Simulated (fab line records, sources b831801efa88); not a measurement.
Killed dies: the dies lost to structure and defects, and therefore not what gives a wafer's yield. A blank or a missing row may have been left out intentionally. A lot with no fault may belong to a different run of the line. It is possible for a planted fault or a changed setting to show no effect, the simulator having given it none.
A lot that was struck, set against a sound lot || flow sky130 || 15 out of 708 route steps
Sound: wafers L553.1, L553.2, L553.3. The struck wafers were L562.3, L562.5, L562.6. The cause is given at the end.
Order at every step that has rows: each side's tool, ch and its chambers, its first start. Under that, the readings that differ: sound wafers || struck wafers || difference of the means || sigmas: that difference in standard deviations of wafers without a fault.
alike: words and numbers the same on both sides, and readings whose means are apart by under 2 such deviations; not compared: readings that were withheld, readings missing a value for some wafer, numbers with overlapping values and no deviation given by the record, and bounds like >300 which may hide the same value.
The two part at a step that has a row with sigmas, a row that says differs or no value, or rows on one side only. Non-overlapping numbers with no deviation appear without sigmas and do not part them. Lack of a reading on every wafer of one side parts them only where that side has two or more wafers.

SKY_POLY_GATE_CD_MEAS_22:
  sound: cd_sem-01 at day 17 05:26; struck: cd_sem-02 at day 19 22:14
  alike: cd_nm
then, 7 steps without rows for these wafers: SKY_LDD_N_DEHYDRATE_00 (time 60 s); SKY_LDD_N_HMDS_01 (prime time 60 s); SKY_LDD_N_COAT_02 (resist thk 300 nm); SKY_LDD_N_SOFTBAKE_03 (time 60 s); SKY_LDD_N_EXPOSE_04 (exposes mask NTM, target cd 840 nm); SKY_LDD_N_PEB_05; SKY_LDD_N_DEVELOP_06 (develop time 60 s).
SKY_LDD_N_OVL_MEAS_07:
  sound: overlay-01 at day 18 11:46; struck: overlay-01 at day 21 05:09
  alike: LDD_N_OVL
then, 3 steps without rows for these wafers: SKY_LDD_N_IMPLANT_08; SKY_LDD_N_IMPLANT_09; SKY_LDD_N_IMPLANT_10.
SKY_LDD_N_IMPLANT_11:
  sound on implanter-04 ch 0, day 18 12:16; struck on implanter-04 ch 0, day 21 05:41
{"reading": "dose_ions_cm2", "sound": "7.497e+13 7.489e+13 7.491e+13", "struck": "6.177e+13 6.179e+13 6.178e+13", "difference": -1.314e+13, "sigmas": "-99 or more"}
{"reading": "faraday_current_uA", "sound": "431 428 429", "struck": "354 354 349", "difference": -77, "sigmas": -9}
  alike: beam_energy_keV, beam_on_s
following that, these wafers have no rows for 1 step: SKY_LDD_N_IMPLANT_12.
-- a jump in the record: the struck wafers' starts before and after are 27 days apart (it breaks off in module LDD_N and resumes in module PAD_OPEN, where the first step shown is number 708 of the route) --
SKY_PAD_OPEN_PROBE_99:
  sound: prober-02 at day 46 09:14; struck: prober-01 at day 48 06:32
{"reading": "model.etest.tip_n.rs_ohm_sq", "sound": "443.9 439.4 442.6", "struck": "458.1 454.4 453.6", "difference": "+13.4", "sigmas": ""}
  alike: killed_at_M0_to_M3, killed_at_M4_up, killed_at_contacts, killed_at_front_end, killed_at_other, killed_dies, killed_open, killed_short

WHERE THEY PART
Only at SKY_LDD_N_IMPLANT_11, within this record. Later steps at which nothing parts them and some readings are alike: SKY_PAD_OPEN_PROBE_99.

WHY: what the simulator had put in
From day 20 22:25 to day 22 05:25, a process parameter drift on implanter-04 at SKY_LDD_N_IMPLANT_11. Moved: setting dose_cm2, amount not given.
